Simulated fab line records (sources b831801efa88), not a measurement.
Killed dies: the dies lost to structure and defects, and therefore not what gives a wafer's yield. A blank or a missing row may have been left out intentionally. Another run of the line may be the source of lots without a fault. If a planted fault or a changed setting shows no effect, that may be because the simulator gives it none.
Problem report, 8D (eight disciplines) form, completed by code :: flow gf180mcu :: the parts of the form that need people (team, actions taken, sign-off) are left out

## 1. WHAT IS WRONG
V4_W_RS at GF_V4_RS_MEAS_24 reads a mean of 0.714 ohm/sq on 3 wafers of 2 lots; wafers without a fault read 0.327 ohm/sq with a standard deviation of 0.0035. So: +99 or more standard deviations from the usual mean.
The step: measures by four-point-probe.
Earliest sighting: wafer L533.6 on film metro-02 at day 28 06:16. At this step, 33 wafers from 11 lots have a number in the record. The rule behind "out" and "out of limits": a value lying over 4 standard deviations away from the usual mean. The other wafers with a number count as sound.

## 2. WHAT IT IS; WHAT IT IS NOT
question: which readings at this step
is: V4_W_RS
is not: -

question: which lots
is: L533, L535
is not: L522, L523, L524, L526, L527, L532, L542, L543, L545

question: which wafers of those lots
is: L533.6, L535.4, L535.6
is not: L533.2, L533.4, L535.5

question: read on which gauges
is: film metro-02
is not: film metro-01, film metro-03

question: when
is: from day 28 06:16
is not: up to then (20 sound wafers); but 10 sound wafers of L535, L542, L543, L545 came after

## 3. SUSPECTS, AND WHAT RULES EACH OUT
Counting: any tool at a process step up to the reading remains a suspect provided it ran every lot that is out. Sound lots after the first of them don't rule it out here, since some wafers of a struck lot are sound.
- ruled out: the gauge at GF_V4_RS_MEAS_24. All the wafers that are out were read on film metro-02, but those of them that GF_V4_CMP_26 has rows for are out there too, on other tools.
- cvd w-01 at GF_V4_CVD_23 (deposits W, target thk 350 nm, time 104.9 s): kept. Every lot that is out went through it, the first being L533 (day 28 06:08); the last sound lot it ran before that was L532 (day 28 02:52).
- The sound lot-mates ran in chamber 1 of cvd w-01 at GF_V4_CVD_23, but the wafers that are out ran in chamber 0.
The count leaves cvd w-01 at GF_V4_CVD_23.

## 4. THE CAUSE (what the simulator had put in)
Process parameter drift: cvd w-01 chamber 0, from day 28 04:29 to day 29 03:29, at GF_V4_CVD_23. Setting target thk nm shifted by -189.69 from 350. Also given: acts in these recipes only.
Counting left only this tool.

## 5. THE EFFECT CHAIN, in route order
Rows list readings where the struck wafers' mean (over those with a number) sits beyond 3 standard deviations from the usual. Scope: only readings with a usual standard deviation given in the record; hours: median across lots of the time from each lot's start at the first step in this table that gives one to its start at this step; sigmas: change in usual standard deviations.
hours: 0
step: GF_V4_RS_MEAS_24
reading: V4_W_RS
usual: 0.327 ohm/sq
on struck wafers: 0.714
change: +0.387
sigmas: +99 or more

hours: 0
step: GF_V4_THK_MEAS_25
reading: V4_W_THK
usual: 344 nm
on struck wafers: 159
change: -185
sigmas: -34

hours: 0
step: GF_V4_CMP_26
reading: time to endpoint s
usual: 86.7 s
on struck wafers: 40.2
change: -46.5
sigmas: -16
It contains these process steps:
- GF_V4_CMP_26: polishes, stops on SiO2, t overpolish 15 s, target thk 0 nm.
At these later measuring or inspecting steps, every struck wafer for which the step has a row has a number for every such reading, and none has moved that far: GF_MIM_THK_MEAS_06.

## 6. WHAT WOULD HAVE CAUGHT IT SOONER
2 hours passed between the start of the fault at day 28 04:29 and the first reading out of limits at a measuring or inspecting step in this record, taken at day 28 06:16.
Tool readings at GF_V4_CVD_23 with a usual standard deviation given in the record: none out on any struck wafer, hence no alarm at a limit of 4 standard deviations on them.
L535, from the lots that are out (2), started GF_V4_CVD_23 on cvd w-01 later than day 28 06:16. A tool hold placed at that time would have kept it from harm.
